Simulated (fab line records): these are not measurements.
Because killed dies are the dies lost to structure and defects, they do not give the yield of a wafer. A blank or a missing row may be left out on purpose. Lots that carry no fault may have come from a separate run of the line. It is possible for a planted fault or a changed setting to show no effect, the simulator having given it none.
Shared-tool check / flow gf180mcu / 36 wafers sampled across 12 lots

REASON IT WAS OPENED
At GF_M4_CD_MEAS_14 the reading cd nm is flagged on 2 of 12 lots. Wafers without a fault read 280.3 nm, standard deviation 1.2.
Rule: a lot is flagged when every wafer of it that has a number lies more than 4 standard deviations from that mean, or none has a number. The other lots count as sound.

lot=L954; measured=day 24 01:59; on=cd sem-01; cd nm (nm), wafer by wafer=279.9 279.7 280.4; flag=
lot=L955; measured=day 24 05:25; on=cd sem-01; cd nm (nm), wafer by wafer=279.5 279.7 279.5; flag=
lot=L957; measured=day 24 23:17; on=cd sem-02; cd nm (nm), wafer by wafer=280.7 281.6 281.7; flag=
lot=L958; measured=day 25 06:59; on=cd sem-02; cd nm (nm), wafer by wafer=278.7 278.0 279.9; flag=
lot=L959; measured=day 25 14:20; on=cd sem-02; cd nm (nm), wafer by wafer=281.8 280.3 280.7; flag=
lot=L962; measured=day 26 19:30; on=cd sem-02; cd nm (nm), wafer by wafer=280.7 281.5 281.0; flag=
lot=L964; measured=day 27 09:46; on=cd sem-01; cd nm (nm), wafer by wafer=282.1 282.3 281.6; flag=
lot=L965; measured=day 27 12:29; on=cd sem-02; cd nm (nm), wafer by wafer=281.0 280.8 279.7; flag=
lot=L966; measured=day 27 20:53; on=cd sem-01; cd nm (nm), wafer by wafer=280.5 280.7 279.7; flag=
lot=L970; measured=day 28 23:22; on=cd sem-01; cd nm (nm), wafer by wafer=294.3 294.1 295.5; flag=FLAGGED
lot=L971; measured=day 29 16:47; on=cd sem-01; cd nm (nm), wafer by wafer=280.8 280.6 280.1; flag=
lot=L972; measured=day 29 18:09; on=cd sem-02; cd nm (nm), wafer by wafer=294.1 294.1 294.7; flag=FLAGGED
The mean of the flagged lots' numbers is 294.5 nm, +14.2 nm from the usual (+12 standard deviations).

WHICH TOOL RAN EACH LOT
4 process steps preceding the reading are held in the record, out of 602 steps in the route. Read each cell as the tool, then ch plus the chambers that the sampled wafers visited, then the start.
lot=L954; flag=; GF_V3_CMP_04=cmp-01 ch 0,1,2, day 22 01:48; GF_M4_SPUTTER_03=pvd sputter-02, day 23 03:10; GF_M4_SPUTTER_04=pvd sputter-02, day 23 03:11; GF_M4_PEB_12=litho track-01 ch 0, day 24 01:38
lot=L955; flag=; GF_V3_CMP_04=cmp-02 ch 1,3, day 22 05:56; GF_M4_SPUTTER_03=pvd sputter-04, day 23 06:40; GF_M4_SPUTTER_04=pvd sputter-04, day 23 06:41; GF_M4_PEB_12=litho track-03 ch 0, day 24 05:04
lot=L957; flag=; GF_V3_CMP_04=cmp-01 ch 0,3, day 23 01:16; GF_M4_SPUTTER_03=pvd sputter-02, day 24 01:27; GF_M4_SPUTTER_04=pvd sputter-02, day 24 01:28; GF_M4_PEB_12=litho track-01 ch 0, day 24 22:56
lot=L958; flag=; GF_V3_CMP_04=cmp-01 ch 0,1,2, day 23 08:08; GF_M4_SPUTTER_03=pvd sputter-01, day 24 08:58; GF_M4_SPUTTER_04=pvd sputter-01, day 24 08:59; GF_M4_PEB_12=litho track-03 ch 0, day 25 06:33
lot=L959; flag=; GF_V3_CMP_04=cmp-02 ch 0,1,3, day 23 16:31; GF_M4_SPUTTER_03=pvd sputter-01, day 24 16:10; GF_M4_SPUTTER_04=pvd sputter-01, day 24 16:11; GF_M4_PEB_12=litho track-01 ch 0, day 25 13:59
lot=L962; flag=; GF_V3_CMP_04=cmp-02 ch 0,2,3, day 24 23:48; GF_M4_SPUTTER_03=pvd sputter-02, day 25 23:02; GF_M4_SPUTTER_04=pvd sputter-02, day 25 23:03; GF_M4_PEB_12=litho track-04 ch 0, day 26 19:10
lot=L964; flag=; GF_V3_CMP_04=cmp-01 ch 0,1, day 25 13:47; GF_M4_SPUTTER_03=pvd sputter-02, day 26 13:31; GF_M4_SPUTTER_04=pvd sputter-02, day 26 13:32; GF_M4_PEB_12=litho track-04 ch 0, day 27 09:27
lot=L965; flag=; GF_V3_CMP_04=cmp-01 ch 0,3, day 25 17:23; GF_M4_SPUTTER_03=pvd sputter-01, day 26 16:41; GF_M4_SPUTTER_04=pvd sputter-01, day 26 16:42; GF_M4_PEB_12=litho track-04 ch 0, day 27 12:08
lot=L966; flag=; GF_V3_CMP_04=cmp-02 ch 1,2,3, day 26 01:52; GF_M4_SPUTTER_03=pvd sputter-01, day 27 01:05; GF_M4_SPUTTER_04=pvd sputter-01, day 27 01:06; GF_M4_PEB_12=litho track-01 ch 0, day 27 20:32
lot=L970; flag=FLAGGED; GF_V3_CMP_04=cmp-02 ch 0,1,2, day 27 06:43; GF_M4_SPUTTER_03=pvd sputter-04, day 28 04:23; GF_M4_SPUTTER_04=pvd sputter-04, day 28 04:24; GF_M4_PEB_12=litho track-01 ch 0, day 28 23:02
lot=L971; flag=; GF_V3_CMP_04=cmp-01 ch 0,1,3, day 28 00:21; GF_M4_SPUTTER_03=pvd sputter-01, day 28 21:29; GF_M4_SPUTTER_04=pvd sputter-01, day 28 21:30; GF_M4_PEB_12=litho track-04 ch 0, day 29 16:26
lot=L972; flag=FLAGGED; GF_V3_CMP_04=cmp-02 ch 1,2,3, day 28 01:26; GF_M4_SPUTTER_03=pvd sputter-01, day 28 22:29; GF_M4_SPUTTER_04=pvd sputter-01, day 28 22:31; GF_M4_PEB_12=litho track-01 ch 0, day 29 17:49
These steps, and what they do:
- GF_V3_CMP_04: polishes SiO2.
- GF_M4_SPUTTER_03: material Ti, target thk 10 nm, time 6.7 s.
- GF_M4_SPUTTER_04: material TiN, target thk 50 nm, time 41.7 s.
- GF_M4_PEB_12: peb time 90 s.
- GF_M4_CD_MEAS_14: target cd 280 nm.

FLAGGED OVER TOTAL, TOOL BY TOOL (the gauges that took the reading come last)
step=GF_V3_CMP_04; tool=cmp-01; lots run=6; flagged=0; share of the flagged lots=none; sound lots run after its first flagged lot=-
step=GF_V3_CMP_04; tool=cmp-02; lots run=6; flagged=2; share of the flagged lots=all; sound lots run after its first flagged lot=0
step=GF_M4_SPUTTER_03; tool=pvd sputter-01; lots run=6; flagged=1; share of the flagged lots=some; sound lots run after its first flagged lot=0
step=GF_M4_SPUTTER_03; tool=pvd sputter-02; lots run=4; flagged=0; share of the flagged lots=none; sound lots run after its first flagged lot=-
step=GF_M4_SPUTTER_03; tool=pvd sputter-04; lots run=2; flagged=1; share of the flagged lots=some; sound lots run after its first flagged lot=0
step=GF_M4_SPUTTER_04; tool=pvd sputter-01; lots run=6; flagged=1; share of the flagged lots=some; sound lots run after its first flagged lot=0
step=GF_M4_SPUTTER_04; tool=pvd sputter-02; lots run=4; flagged=0; share of the flagged lots=none; sound lots run after its first flagged lot=-
step=GF_M4_SPUTTER_04; tool=pvd sputter-04; lots run=2; flagged=1; share of the flagged lots=some; sound lots run after its first flagged lot=0
step=GF_M4_PEB_12; tool=litho track-01; lots run=6; flagged=2; share of the flagged lots=all; sound lots run after its first flagged lot=0
step=GF_M4_PEB_12; tool=litho track-03; lots run=2; flagged=0; share of the flagged lots=none; sound lots run after its first flagged lot=-
step=GF_M4_PEB_12; tool=litho track-04; lots run=4; flagged=0; share of the flagged lots=none; sound lots run after its first flagged lot=-
step=GF_M4_CD_MEAS_14; tool=cd sem-01; lots run=6; flagged=1; share of the flagged lots=some; sound lots run after its first flagged lot=1 (L971)
step=GF_M4_CD_MEAS_14; tool=cd sem-02; lots run=6; flagged=1; share of the flagged lots=some; sound lots run after its first flagged lot=0

THE TABLE: WHAT IT ALLOWS
Table rows that saw every flagged lot: 2, namely cmp-02 at GF_V3_CMP_04 and litho track-01 at GF_M4_PEB_12.
- cmp-02 at GF_V3_CMP_04 ran 6 lots, 2 of them flagged. A fault beginning between L966 (day 26 01:52), its last sound lot, and L970 (day 27 06:43), its first flagged one, fits the data.
- litho track-01 at GF_M4_PEB_12 ran 6 lots, 2 of them flagged. A fault beginning between L966 (day 27 20:32), its last sound lot, and L970 (day 28 23:02), its first flagged one, fits the data. Its own readings lie more than 4 standard deviations out on every wafer of the flagged lots: heater power total W, plate temp C.
Counting lots can't tell these 2 tools apart, because each fits a fault that began at some hour. More lots, or a look at what each step does to the wafer, might.

WHAT HAD BEEN PUT IN BY THE SIMULATOR
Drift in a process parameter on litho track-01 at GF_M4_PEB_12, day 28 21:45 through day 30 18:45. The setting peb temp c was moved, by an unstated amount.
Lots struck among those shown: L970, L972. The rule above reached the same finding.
